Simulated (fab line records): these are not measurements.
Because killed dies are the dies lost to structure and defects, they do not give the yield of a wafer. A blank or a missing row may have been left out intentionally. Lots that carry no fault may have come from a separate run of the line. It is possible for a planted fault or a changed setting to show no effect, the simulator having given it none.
fab line records ; flow sfq-line
record lots=5; wafers=15; last-day=90
route steps=325 shown M3@122 I3@133 M4@148
lots with no fault: from the same line, run without faults
start-h: the number of hours between the record's first day and the start of the first shown wafer of the lot ; wait-h: hours from the lot's prior step to this one ; " repeats the value in the row above ; L1.1+2: one row covering several wafers at once ; - no value, or no start given ; * or withheld: withheld ; < > ~ a bound
route shown NAME@n: names a module that has steps shown in the file, with the first one's number in the route ; usual: average and standard deviation across the fault-free wafers ; same: alike in all rows ; chamber/n: place in a boat ; sites: the reading at each site ; _std_site: the values' standard deviation ; _edge_site: inner sites' mean taken away from outer sites' mean ; radius-mm: for every site, how far away it sits from the centre of the wafer ; mask NAME#n: copy n ; behind: the most recent tool/chamber to have shaped the wafer ; hold: reason for holding the lot/hours on hold/outcome of the hold ; device: which transistor (n, p or np) failed to switch ; end of line: the route-end tests of the same wafers ; a step given without rows: its recipe and nothing more ; killed: the dies lost at the first sort to structure and to defects; this is not the yield of the wafer ; map: per-die view of a wafer (x killed, . not killed, _ where there is no die)
set.NAME: the setting as run; set.NAME@STEP: as run at that earlier step ; model.NAME: the simulator's own value behind a step, which no gauge read
lots at some steps of the route; a table a step, a row a wafer
services: from which hour (start-h, from the record's first day; less than 0 if before it) a tool's chamber was out of use, for how many hours, and why
## steps
# step SFQ_TRILAYER_M3_LITHO_COAT_080
# recipe resist=BARC; spin-rpm=3000; resist-thk-nm=62
# step SFQ_TRILAYER_M3_LITHO_COAT_075
# recipe resist=KrF; spin-rpm=3000; resist-thk-nm=600
# step SFQ_TRILAYER_M3_LITHO_SOFTBAKE_079
# recipe temp-c=withheld; time-s=withheld; resist=KrF
# step SFQ_TRILAYER_M3_LITHO_EXPOSE_076
# recipe mask-id=M3; na=0.6; source-shape=conventional; sigma-outer=0.65; target-cd-nm=500; dose-mj=14.4
# step SFQ_TRILAYER_M3_LITHO_PEB_078
# recipe peb-temp-c=115; peb-time-s=60; resist=KrF
# step SFQ_TRILAYER_M3_LITHO_DEVELOP_077
# recipe time-s=60; resist=KrF
# step SFQ_M3_OVL_MEAS_921
# usual M3_OVL=1/4.8
lot.wafer;tool;chamber;start-h;wait-h;M3_OVL[nm]
L127.1;overlay-02;-;914.13;0.1;0
L127.3;overlay-02;-;914.13;0.1;0
L127.6;overlay-02;-;914.13;0.1;-3
L128.1;overlay-01;-;923.71;0.1;2
L128.3;overlay-01;-;923.71;0.1;4
L128.6;overlay-01;-;923.71;0.1;1
L131.2;overlay-02;-;984.04;0.1;5
L131.3;overlay-02;-;984.04;0.1;2
L131.4;overlay-02;-;984.04;0.1;1
L132.3;overlay-02;-;985.25;0.1;-1
L132.4;overlay-02;-;985.25;0.1;-5
L132.6;overlay-02;-;985.25;0.1;1
L138.1;overlay-01;-;1015.47;0.1;7
L138.5;overlay-01;-;1015.47;0.1;9
L138.6;overlay-01;-;1015.47;0.1;3
# step SFQ_TRILAYER_M3_BARC_OPEN_METAL_ETCH_100
# recipe mask-material=PR; chemistry=O2; target-depth-nm=125; target=BARC; icp-w=600; bias-w=80; pressure-mtorr=10; time-s=41.7
# usual drypump-motor-current-A=5.3/0.46; oes-product-au=0.684/0.0042
lot.wafer;tool;chamber;start-h;wait-h;drypump-motor-current-A;oes-product-au;rf-hours-counter-h
L127.1;rie-metal-04;0;914.16;0.0;5.4;0.690;89
L127.3;rie-metal-04;0;914.16;0.0;5.4;0.686;-
L127.6;rie-metal-04;0;914.16;0.0;5.4;0.694;-
L128.1;rie-metal-02;0;923.75;0.0;5.7;0.690;90
L128.3;rie-metal-02;0;923.75;0.0;5.7;0.691;-
L128.6;rie-metal-02;1;923.75;0.0;4.8;0.679;-
L131.2;rie-metal-02;1;984.07;0.0;4.8;0.680;40
L131.3;rie-metal-02;1;984.07;0.0;4.8;0.688;-
L131.4;rie-metal-02;0;984.07;0.0;5.7;0.677;-
L132.3;rie-metal-03;1;985.29;0.0;6.2;0.683;-
L132.4;rie-metal-03;0;985.29;0.0;5.0;0.681;-
L132.6;rie-metal-03;0;985.29;0.0;5.0;0.681;-
L138.1;rie-metal-03;1;1015.51;0.0;6.2;0.684;15
L138.5;rie-metal-03;0;1015.51;0.0;5.0;0.689;-
L138.6;rie-metal-03;1;1015.51;0.0;6.2;0.689;-
# step SFQ_TRILAYER_M3_ETCH_METAL_ETCH_078
# recipe target=Nb; stop-on=SiO2; mask-material=PR; chemistry=Cl2/Ar; target-depth-nm=240; icp-w=600; bias-w=80; pressure-mtorr=10; time-s=120
# usual drypump-motor-current-A=5.4/0.47; oes-product-au=0.895/0.008
lot.wafer;tool;chamber;start-h;wait-h;drypump-motor-current-A;oes-product-au;rf-hours-counter-h
L127.1;rie-metal-04;0;914.28;0.1;5.4;0.908;89
L127.3;rie-metal-04;0;914.28;0.1;5.4;0.898;-
L127.6;rie-metal-04;0;914.28;0.1;5.4;0.904;-
L128.1;rie-metal-02;0;923.81;0.0;5.7;0.885;90
L128.3;rie-metal-02;0;923.81;0.0;5.7;0.894;-
L128.6;rie-metal-02;1;923.81;0.0;4.8;0.882;-
L131.2;rie-metal-02;1;984.13;0.0;4.8;0.906;41
L131.3;rie-metal-02;1;984.13;0.0;4.8;0.910;-
L131.4;rie-metal-02;0;984.13;0.0;5.7;0.908;-
L132.3;rie-metal-03;1;985.37;0.1;6.2;0.898;-
L132.4;rie-metal-03;0;985.37;0.1;5.0;0.895;-
L132.6;rie-metal-03;0;985.37;0.1;5.0;0.899;-
L138.1;rie-metal-03;1;1015.57;0.0;6.2;0.906;15
L138.5;rie-metal-03;0;1015.57;0.0;5.0;0.895;-
L138.6;rie-metal-03;1;1015.57;0.0;6.3;0.887;-
# step SFQ_TRILAYER_M3_STRIP_STRIP_079
# recipe gas=O2; power-w=200; platen-temp-c=40; overash-fraction=0.65; chemistry=O2; pressure-mtorr=50
# usual drypump-motor-current-A=5.4/0.46; oes-product-au=0.995/0.0091; platen-temp-c=39.99/0.11
lot.wafer;tool;chamber;start-h;wait-h;drypump-motor-current-A;oes-product-au;platen-temp-c;rf-hours-counter-h
L127.1;rie-metal-04;0;914.53;0.2;5.4;1.010;39.88;89
L127.3;rie-metal-04;0;914.53;0.2;5.4;0.999;39.92;-
L127.6;rie-metal-04;0;914.53;0.2;5.4;1.004;39.74;-
L128.1;rie-metal-02;0;923.93;0.1;5.7;0.983;40.03;90
L128.3;rie-metal-02;0;923.93;0.1;5.7;0.986;39.87;-
L128.6;rie-metal-02;1;923.93;0.1;4.8;0.986;40.08;-
L131.2;rie-metal-02;1;984.26;0.1;4.9;0.994;40.03;41
L131.3;rie-metal-02;1;984.26;0.1;4.8;0.994;39.80;-
L131.4;rie-metal-02;0;984.26;0.1;5.7;0.991;39.94;-
L132.3;rie-metal-03;1;985.66;0.2;6.2;1.000;40.11;-
L132.4;rie-metal-03;0;985.66;0.2;5.0;0.986;39.79;-
L132.6;rie-metal-03;0;985.66;0.2;5.0;0.992;40.04;-
L138.1;rie-metal-03;1;1015.69;0.1;6.2;1.001;39.86;16
L138.5;rie-metal-03;0;1015.69;0.1;5.0;0.989;39.73;-
L138.6;rie-metal-03;1;1015.69;0.1;6.2;0.993;39.95;-
# step SFQ_TRILAYER_M3_STRIP_SOLV_CLEAN_080
# recipe chemistry=NMP; temp-c=70; time-s=600
# step SFQ_TRILAYER_I3_DEP_PECVD_081
# recipe material=SiO2; temp-c=150; time-s=108.9; pressure-torr=2.4; rf-w=183.3; precursor=SiH4/N2O; target-thk-nm=500
# step SFQ_TRILAYER_I3_CMP_CMP_082
# recipe material=SiO2; down-force-psi=3; platen-rpm=60; pad-velocity-m-s=0.94248
# usual motor-current-A=10.4/1.2; retaining-ring-pressure-frac=1.000/0.0049; slurry-filter-dp-kPa=13.50/0.14; time-to-endpoint-s=206/8.3
lot.wafer;tool;chamber;start-h;wait-h;motor-current-A;retaining-ring-pressure-frac;slurry-filter-dp-kPa;time-to-endpoint-s;model.SiO2_of_TRILAYER_I3_DEP_PECVD_081.thk-nm
L127.1;cmp-01;0;931.09;15.1;11.8;0.997;13.48;210;199.3
L127.3;cmp-01;2;932.09;16.1;11.2;0.998;13.33;212;201
L127.6;cmp-01;1;933.59;17.6;9.7;1.001;13.50;220;199.4
L128.1;cmp-02;2;939.65;14.9;8.1;1.008;13.39;200;199.5
L128.3;cmp-02;3;939.65;14.9;11.6;1.001;13.51;199;199.1
L128.6;cmp-02;2;941.65;16.9;8.5;0.995;13.43;201;198.7
L131.3;cmp-01;3;985.11;0.0;11.5;1.001;13.38;215;201.3
L131.2;cmp-01;0;985.11;0.0;11.3;1.008;13.40;218;178.2
L131.4;cmp-01;2;986.61;1.5;11.0;1.001;13.66;206;198.4
L132.3;cmp-02;1;987.15;0.8;9.7;0.996;13.66;200;197.1
L132.4;cmp-02;2;987.15;0.8;8.6;1.004;13.34;204;197.3
L132.6;cmp-02;2;989.65;3.3;7.6;1.000;13.27;205;198.2
L138.1;cmp-02;3;1018.13;1.6;11.2;1.007;13.30;190;198.8
L138.5;cmp-02;0;1018.13;1.6;10.1;1.000;13.41;203;201
L138.6;cmp-02;1;1018.13;1.6;9.9;0.990;13.39;196;198.8
# step SFQ_I3_BOW_MEAS_922
# recipe mode=bow
# usual I3_BOW=2/9.7
lot.wafer;tool;chamber;start-h;wait-h;I3_BOW[um]
L127.1;film-metro-04;-;934.09;2.5;-2
L127.3;film-metro-04;-;934.09;2.5;11
L127.6;film-metro-04;-;934.09;2.5;7
L128.1;film-metro-04;-;942.15;2.0;12
L128.3;film-metro-04;-;942.15;2.0;-4
L128.6;film-metro-04;-;942.15;2.0;-7
L131.2;film-metro-01;-;988.13;2.0;-16
L131.3;film-metro-01;-;988.13;2.0;-3
L131.4;film-metro-01;-;988.13;2.0;-8
L132.3;film-metro-03;-;990.19;2.5;-5
L132.4;film-metro-03;-;990.19;2.5;-4
L132.6;film-metro-03;-;990.19;2.5;-1
L138.1;film-metro-01;-;1019.63;1.0;3
L138.5;film-metro-01;-;1019.63;1.0;-19
L138.6;film-metro-01;-;1019.63;1.0;-11
# step SFQ_TRILAYER_I3_METRO_MEASURE_083
# usual thk-nm=199.4/1.3
lot.wafer;tool;chamber;start-h;wait-h;thk-nm
L127.1;film-metro-04;-;934.21;0.1;199.3
L127.3;film-metro-04;-;934.21;0.1;201.1
L127.6;film-metro-04;-;934.21;0.1;199.6
L128.1;film-metro-04;-;942.27;0.1;199.3
L128.3;film-metro-04;-;942.27;0.1;199.1
L128.6;film-metro-04;-;942.27;0.1;198.9
L131.2;film-metro-01;-;988.43;0.3;178.3
L131.3;film-metro-01;-;988.43;0.3;201.3
L131.4;film-metro-01;-;988.43;0.3;198.3
L132.3;film-metro-03;-;990.67;0.5;197.2
L132.4;film-metro-03;-;990.67;0.5;197.2
L132.6;film-metro-03;-;990.67;0.5;198.3
L138.1;film-metro-01;-;1019.75;0.1;198.9
L138.5;film-metro-01;-;1019.75;0.1;201.1
L138.6;film-metro-01;-;1019.75;0.1;198.9
# step SFQ_TRILAYER_I3_VIA_LITHO_COAT_090
# recipe resist=BARC; spin-rpm=3000; resist-thk-nm=62
# step SFQ_TRILAYER_I3_VIA_LITHO_COAT_085
# recipe resist=KrF; spin-rpm=3000; resist-thk-nm=650
# step SFQ_TRILAYER_I3_VIA_LITHO_SOFTBAKE_089
# recipe temp-c=withheld; time-s=withheld; resist=KrF
# step SFQ_TRILAYER_I3_VIA_LITHO_EXPOSE_086
# recipe mask-id=I3; na=0.6; source-shape=conventional; sigma-outer=0.65; target-cd-nm=500; dose-mj=21.3
# step SFQ_TRILAYER_I3_VIA_LITHO_PEB_088
# recipe peb-temp-c=115; peb-time-s=60; resist=KrF
# step SFQ_TRILAYER_I3_VIA_LITHO_DEVELOP_087
# recipe time-s=60; resist=KrF
# step SFQ_I3_OVL_MEAS_923
# usual I3_OVL=1/3.6
lot.wafer;tool;chamber;start-h;wait-h;I3_OVL[nm]
L127.1;overlay-02;-;1060.21;0.1;-6
L127.3;overlay-02;-;1060.21;0.1;-4
L127.6;overlay-02;-;1060.21;0.1;2
L128.1;overlay-01;-;1066.21;0.1;0
L128.3;overlay-01;-;1066.21;0.1;0
L128.6;overlay-01;-;1066.21;0.1;-3
L131.2;overlay-01;-;1127.42;0.1;3
L131.3;overlay-01;-;1127.42;0.1;0
L131.4;overlay-01;-;1127.42;0.1;0
L132.3;overlay-01;-;1128.62;0.1;-7
L132.4;overlay-01;-;1128.62;0.1;-5
L132.6;overlay-01;-;1128.62;0.1;-3
L138.1;overlay-02;-;1163.32;0.1;2
L138.5;overlay-02;-;1163.32;0.1;4
L138.6;overlay-02;-;1163.32;0.1;7
# step SFQ_TRILAYER_I3_VIA_BARC_OPEN_VIA_ETCH_121
# recipe mask-material=PR; chemistry=O2; target-depth-nm=125; target=BARC; source-w=500; bias-w=80; pressure-mtorr=30; time-s=41.7
# usual drypump-motor-current-A=5.9/0.43; oes-product-au=0.685/0.0041
lot.wafer;tool;chamber;start-h;wait-h;drypump-motor-current-A;oes-product-au;rf-hours-counter-h
L127.1;rie-diel-04;1;1060.25;0.0;6.0;0.689;2
L127.3;rie-diel-04;0;1060.25;0.0;6.0;0.686;11
L127.6;rie-diel-04;1;1060.25;0.0;6.0;0.687;-
L128.1;rie-diel-02;1;1066.25;0.0;5.7;0.683;2
L128.3;rie-diel-02;0;1066.25;0.0;5.0;0.689;17
L128.6;rie-diel-02;3;1066.25;0.0;6.0;0.688;-
L131.2;rie-diel-04;1;1127.45;0.0;6.0;0.691;3
L131.3;rie-diel-04;2;1127.45;0.0;6.0;0.679;9
L131.4;rie-diel-04;3;1127.45;0.0;5.3;0.681;13
L132.3;rie-diel-02;2;1128.65;0.0;6.5;0.684;10
L132.4;rie-diel-02;3;1128.65;0.0;6.1;0.684;12
L132.6;rie-diel-02;2;1128.65;0.0;6.6;0.682;-
L138.1;rie-diel-03;1;1163.36;0.0;6.0;0.689;6
L138.5;rie-diel-03;3;1163.36;0.0;5.8;0.684;-
L138.6;rie-diel-03;2;1163.36;0.0;5.4;0.680;-
# step SFQ_TRILAYER_I3_VIA_ETCH_VIA_ETCH_088
# recipe target=SiO2; stop-on=Nb; mask-material=PR; taper-deg=20; chemistry=CHF3; target-depth-nm=260; source-w=500; bias-w=80; pressure-mtorr=30; time-s=withheld
# usual drypump-motor-current-A=5.9/0.42; oes-product-au=0.854/0.0052
lot.wafer;tool;chamber;start-h;wait-h;drypump-motor-current-A;oes-product-au;model.etch.depth-nm;model.I3.feature-depth-nm
L127.1;rie-diel-04;1;1060.29;0.0;6.0;0.851;199.3;199.3
L127.3;rie-diel-04;0;1060.29;0.0;6.0;0.855;201;201
L127.6;rie-diel-04;1;1060.29;0.0;5.9;0.849;199.4;199.4
L128.1;rie-diel-02;1;1066.29;0.0;5.7;0.853;199.5;199.5
L128.3;rie-diel-02;0;1066.29;0.0;5.0;0.853;199.1;199.1
L128.6;rie-diel-02;3;1066.29;0.0;6.0;0.859;198.7;198.7
L131.2;rie-diel-04;1;1127.49;0.0;6.0;0.795;178.2;178.2
L131.3;rie-diel-04;2;1127.49;0.0;6.0;0.851;201.3;201.3
L131.4;rie-diel-04;3;1127.49;0.0;5.3;0.846;198.4;198.4
L132.3;rie-diel-02;2;1128.69;0.0;6.5;0.852;197.1;197.1
L132.4;rie-diel-02;3;1128.69;0.0;6.0;0.855;197.3;197.3
L132.6;rie-diel-02;2;1128.69;0.0;6.5;0.845;198.2;198.2
L138.1;rie-diel-03;1;1163.40;0.0;6.0;0.853;198.8;198.8
L138.5;rie-diel-03;3;1163.40;0.0;5.8;0.859;201;201
L138.6;rie-diel-03;2;1163.40;0.0;5.4;0.854;198.8;198.8
# step SFQ_TRILAYER_I3_VIA_STRIP_STRIP_089
# recipe gas=O2; power-w=200; platen-temp-c=40; overash-fraction=0.65; chemistry=O2; pressure-mtorr=50
# usual drypump-motor-current-A=5.5/0.52; oes-product-au=0.997/0.0095; platen-temp-c=39.98/0.1
lot.wafer;tool;chamber;start-h;wait-h;drypump-motor-current-A;oes-product-au;platen-temp-c;rf-hours-counter-h
L127.1;rie-metal-04;1;1060.40;-;5.0;1.010;39.84;16
L127.3;rie-metal-04;1;1060.40;-;4.9;1.010;39.96;-
L127.6;rie-metal-04;0;1060.40;-;5.4;1.007;39.82;-
L128.1;rie-metal-03;0;1066.40;-;4.9;0.998;40.05;60
L128.3;rie-metal-03;1;1066.40;-;6.3;1.003;39.92;-
L128.6;rie-metal-03;0;1066.40;-;5.0;0.987;40.02;-
L131.2;rie-metal-01;0;1127.60;-;6.0;0.991;39.92;12
L131.3;rie-metal-01;0;1127.60;-;6.0;0.994;39.84;-
L131.4;rie-metal-01;1;1127.60;-;5.8;0.986;39.88;-
L132.3;rie-metal-04;0;1129.00;-;5.4;1.007;39.90;-
L132.4;rie-metal-04;1;1129.00;-;4.9;0.995;39.86;-
L132.6;rie-metal-04;0;1129.00;-;5.4;1.003;39.96;-
L138.1;rie-metal-03;0;1163.51;-;5.0;0.985;40.10;74
L138.5;rie-metal-03;0;1163.51;-;5.0;0.983;39.92;-
L138.6;rie-metal-03;1;1163.51;-;6.2;1.004;40.22;-
# step SFQ_TRILAYER_I3_VIA_STRIP_SOLV_CLEAN_090
# recipe chemistry=NMP; temp-c=70; time-s=600
# step SFQ_TRILAYER_M4_DEP_PRE_CLEAN_092
# recipe gas=Ar; time-s=22.5; bias-v=250
lot.wafer;tool;chamber;start-h;wait-h;model.SiO2_of_TRILAYER_I3_DEP_PECVD_081.thk-nm
L127.1;pvd-sputter-06;-;1061.17;0.0;191.8
L127.3;pvd-sputter-06;-;1061.17;0.0;193.5
L127.6;pvd-sputter-06;-;1061.17;0.0;191.9
L128.1;pvd-sputter-05;-;1067.17;0.0;192
L128.3;pvd-sputter-05;-;1067.17;0.0;191.6
L128.6;pvd-sputter-05;-;1067.17;0.0;191.2
L131.2;pvd-sputter-04;-;1128.37;0.0;170.7
L131.3;pvd-sputter-04;-;1128.37;0.0;193.8
L131.4;pvd-sputter-04;-;1128.37;0.0;190.9
L132.3;pvd-sputter-06;-;1129.57;0.0;189.6
L132.4;pvd-sputter-06;-;1129.57;0.0;189.8
L132.6;pvd-sputter-06;-;1129.57;0.0;190.7
L138.1+6;pvd-sputter-04;-;1164.29;0.0;191.3
L138.5;pvd-sputter-04;-;1164.29;0.0;193.5
# step SFQ_TRILAYER_M4_DEP_SPUTTER_091
# recipe material=Nb; base-pressure-pa=1.33e-06; chamber-pressure-pa=0.1333; substrate-temp-c=20; resputter-cathode-voltage-v=400; target-thk-nm=200; power-w=2000; time-s=133.3
## services
tool;chamber;start-h;hours;kind
rie-diel-03;2;899.22;9.4;repair
rie-diel-04;1;899.34;6.5;repair
cmp-01;-;918.09;4.0;pm
rie-metal-04;1;924.16;25.1;repair
rie-diel-04;0;935.80;5.2;repair
rie-metal-02;0;938.66;11.7;repair
rie-metal-03;1;948.62;3.9;repair
cmp-02;-;958.41;1.0;repair
rie-diel-04;0;967.74;4.8;repair
rie-diel-02;3;991.28;4.3;repair
cmp-02;-;995.04;3.4;repair
cmp-02;-;999.57;0.7;repair
rie-metal-03;-;1017.68;2.8;pm
cmp-02;-;1027.19;4.0;pm
rie-metal-02;-;1063.43;2.8;pm
rie-metal-04;-;1065.59;0.6;repair
cmp-02;-;1089.59;2.1;repair
cmp-02;-;1097.90;4.0;pm
rie-diel-02;-;1102.92;2.2;repair
cmp-02;-;1105.00;2.2;repair
rie-diel-04;0;1105.42;16.4;repair
rie-diel-02;1;1116.58;1.9;repair
cmp-02;-;1144.47;0.7;repair
rie-metal-04;0;1145.30;4.5;repair
## key
first-sign step=SFQ_TRILAYER_I3_METRO_MEASURE_083; reading=thk-nm; direction=down; sigmas=16; usual=199.4; struck=178.3
effect step=SFQ_TRILAYER_I3_VIA_ETCH_VIA_ETCH_088; reading=oes-product-au; direction=down; sigmas=11; usual=0.854; struck=0.795
model-effect step=SFQ_TRILAYER_I3_CMP_CMP_082; value=SiO2_of_TRILAYER_I3_DEP_PECVD_081.thk-nm; without=198.2; struck=178.2
model-effect step=SFQ_TRILAYER_I3_VIA_ETCH_VIA_ETCH_088; value=etch.depth-nm; without=198.2; struck=178.2
model-effect step=SFQ_TRILAYER_M4_DEP_PRE_CLEAN_092; value=SiO2_of_TRILAYER_I3_DEP_PECVD_081.thk-nm; without=190.7; struck=170.7
met-at SFQ_TRILAYER_I3_CMP_CMP_082
struck-wafers L131.2
onset-between 931.09 985.11
fault kind=process-parameter-drift; tool=cmp-01; chamber=0; onset-h=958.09; steps=SFQ_TRILAYER_I3_CMP_CMP_082; channel=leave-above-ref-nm; offset=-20; shape=step; end-h=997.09; acts-in=these-recipes-only; stated=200
